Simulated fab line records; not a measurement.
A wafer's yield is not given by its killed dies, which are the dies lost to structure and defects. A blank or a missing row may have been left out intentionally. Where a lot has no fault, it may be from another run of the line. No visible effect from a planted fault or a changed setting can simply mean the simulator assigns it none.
A struck lot beside a sound one :: flow sky130 :: 21 steps out of a route of 708
Sound: these wafers, L210.3, L210.5, L210.6. Wafers L207.1, L207.2, L207.3 were the ones struck. At the end, the cause is stated.
Per side, at each step with rows, come the tool, then ch with its chambers, and then its first start. Under that, the readings that differ: sound wafers :: struck wafers :: difference of the means :: sigmas: that difference in standard deviations of wafers without a fault.
alike: same words and numbers on both sides, and readings whose means sit less than 2 such deviations apart. not compared: any withheld reading, any reading some wafer has no value for, any bound like >300 that may hide the same value, and any number with overlapping values for which the record gives no deviation.
The two part at a step that has a row with sigmas, a row that says differs or no value, or rows on one side only. Numbers that don't overlap but have no deviation are shown without sigmas and don't part them. A reading missing from all wafers of one side parts the sides only when that side holds two or more wafers.

first, 3 steps without rows for these wafers: SKY_VT_ADJUST_HVTR_EXPOSE_04 (exposes mask HVTRM, target cd 380 nm); SKY_VT_ADJUST_HVTR_PEB_05; SKY_VT_ADJUST_HVTR_DEVELOP_06 (develop time 60 s).
SKY_VT_ADJUST_HVTR_CD_MEAS_07: the cd target is 380 nm.
  struck on cd_sem-01, day 9 20:40; sound on cd_sem-01, day 11 02:43
  alike: cd_nm
SKY_VT_ADJUST_HVTR_OVL_MEAS_08:
  struck on overlay-01, day 9 20:47; sound on overlay-01, day 11 02:49
  alike: VT_ADJUST_HVTR_OVL
following that, these wafers have no rows for 1 step: SKY_VT_ADJUST_HVTR_IMPLANT_09.
SKY_VT_ADJUST_HVTR_STRIP_10: strips in O2/N2.
  sound on plasma_asher-03 ch 0,1, day 11 03:01; struck on plasma_asher-01 ch 0,1, day 9 20:58
  alike: chamber_pressure_mTorr, drypump_motor_current_A, oes_product_au, strip_time_to_endpoint_s
  not compared: rf_hours_counter_h
SKY_VT_ADJUST_HVTR_TW_MEAS_11:
  struck on film_metro-01, day 9 21:04; sound on film_metro-04, day 11 03:06
reading: VT_ADJUST_HVTR_TW
sound: 208.2 208.9 209.1
struck: 214.0 212.7 212.6
difference: +4.4
sigmas: +2
then, 4 steps without rows for these wafers: SKY_VT_ADJUST_PCH_DEHYDRATE_00 (time 60 s); SKY_VT_ADJUST_PCH_HMDS_01 (prime time 60 s); SKY_VT_ADJUST_PCH_COAT_02 (resist thk 3000 nm); SKY_VT_ADJUST_PCH_SOFTBAKE_03.
SKY_VT_ADJUST_PCH_EXPOSE_04: exposes mask NWM, target cd 840 nm.
  sound on iline_stepper-02 ch 0, day 11 14:41; struck on iline_stepper-01 ch 0, day 10 08:46
reading: mask
sound: NWM#0 NWM#0 NWM#0
struck: HVTRM#0 HVTRM#0 HVTRM#0
difference: differs
sigmas: 
then, 2 steps without rows for these wafers: SKY_VT_ADJUST_PCH_PEB_05; SKY_VT_ADJUST_PCH_DEVELOP_06 (develop time 60 s).
SKY_VT_ADJUST_PCH_OVL_MEAS_07:
  struck on overlay-02, day 10 18:46; sound on overlay-01, day 12 01:22
reading: VT_ADJUST_PCH_OVL (nm)
sound: 2.5 0.5 -0.5
struck: - - -
difference: no value on the struck wafers
sigmas: 
following that, these wafers have no rows for 1 step: SKY_VT_ADJUST_PCH_IMPLANT_08.
SKY_VT_ADJUST_PCH_STRIP_09: strips in O2/N2.
  sound on plasma_asher-04 ch 0,1, day 12 01:34; struck on plasma_asher-01 ch 0,1, day 10 18:57
  alike: chamber_pressure_mTorr, drypump_motor_current_A, oes_product_au, strip_time_to_endpoint_s
  not compared: rf_hours_counter_h
SKY_VT_ADJUST_PCH_TW_MEAS_10:
  struck on film_metro-01, day 10 19:03; sound on film_metro-02, day 12 01:40
reading: VT_ADJUST_PCH_TW
sound: 143.2 143.2 142.6
struck: 30.2 30.3 30.3
difference: -112.7
sigmas: -94
then, 1 step without rows for these wafers: SKY_SONOS_TUNNEL_DEHYDRATE_00 (time 60 s).
-- record jumps: 35 days separate the struck wafers' starts on either side; left off in module SONOS_TUNNEL, taken up again in module PAD_OPEN, whose first shown step is the route's number 708 --
SKY_PAD_OPEN_PROBE_99:
  struck on prober-01, day 46 06:12; sound on prober-01, day 47 03:14
reading: killed_at_front_end
sound: 20 19 20
struck: 432 429 428
difference: +410
sigmas: +91

reading: killed_dies
sound: 94 72 88
struck: 492 492 492
difference: +407
sigmas: +43

reading: killed_on_rim
sound: 15 19 24
struck: 96 96 96
difference: +77
sigmas: +21
  alike: killed_at_M0_to_M3, killed_at_M4_up, killed_at_contacts, killed_at_other, killed_open, killed_short

## WHERE THEY PART
First at SKY_VT_ADJUST_HVTR_TW_MEAS_11; last, within this record, at SKY_PAD_OPEN_PROBE_99.

WHY: what had been put in by the simulator
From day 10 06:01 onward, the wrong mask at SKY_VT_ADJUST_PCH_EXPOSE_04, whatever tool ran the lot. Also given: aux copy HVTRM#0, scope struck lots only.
